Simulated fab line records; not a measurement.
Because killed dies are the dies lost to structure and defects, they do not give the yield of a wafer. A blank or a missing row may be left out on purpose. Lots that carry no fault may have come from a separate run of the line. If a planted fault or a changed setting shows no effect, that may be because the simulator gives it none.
What tool caused it? | flow sky130 | route of 708 steps, sampled at 1 step: 7 lots, 21 wafers

== WHAT THE GAUGES READ, wafer by wafer ==
SKY_VIA1_CD_MEAS_12: the cd target is 150 nm.
lot  | measured     | on        | cd_nm (nm)
L519 | day 35 00:47 | cd_sem-02 | 152.2 152.3 151.8
L522 | day 35 16:47 | cd_sem-02 | 150.7 149.2 150.3
L525 | day 37 07:09 | cd_sem-02 | 148.9 148.5 149.4
L527 | day 37 21:20 | cd_sem-01 | 147.3 148.1 148.7
L529 | day 38 04:50 | cd_sem-02 | 144.9 145.5 146.0
L531 | day 39 05:40 | cd_sem-02 | 150.4 149.0 151.3
L538 | day 40 20:57 | cd_sem-01 | 150.1 149.6 151.6

== WHAT TOOL EACH LOT RAN ON (gives the tool, then ch and the chambers of the sampled wafers, and finally the start) ==
Record: no process step prior to these readings.

== THE ANSWER, worked out from the rows above alone ==
Rule: usual is defined by the lots themselves. Put in order of their means at a reading, lots are off if they are a third of the lots or fewer, leave a main group of 4 or more, and stand apart from it by a gap of 3 or more times the standard deviation of the main group's means; of several such gaps the widest counts. Not used: any main group whose means are identical at the precision the tables above print for the reading. A lot without any number at a reading at which 4 lots or more have one is off too. All remaining lots with rows at the step are treated as sound.
No lot is off on any of the readings shown, so nothing can be concluded from this.

== WHAT THE SIMULATOR HAD INSERTED ==
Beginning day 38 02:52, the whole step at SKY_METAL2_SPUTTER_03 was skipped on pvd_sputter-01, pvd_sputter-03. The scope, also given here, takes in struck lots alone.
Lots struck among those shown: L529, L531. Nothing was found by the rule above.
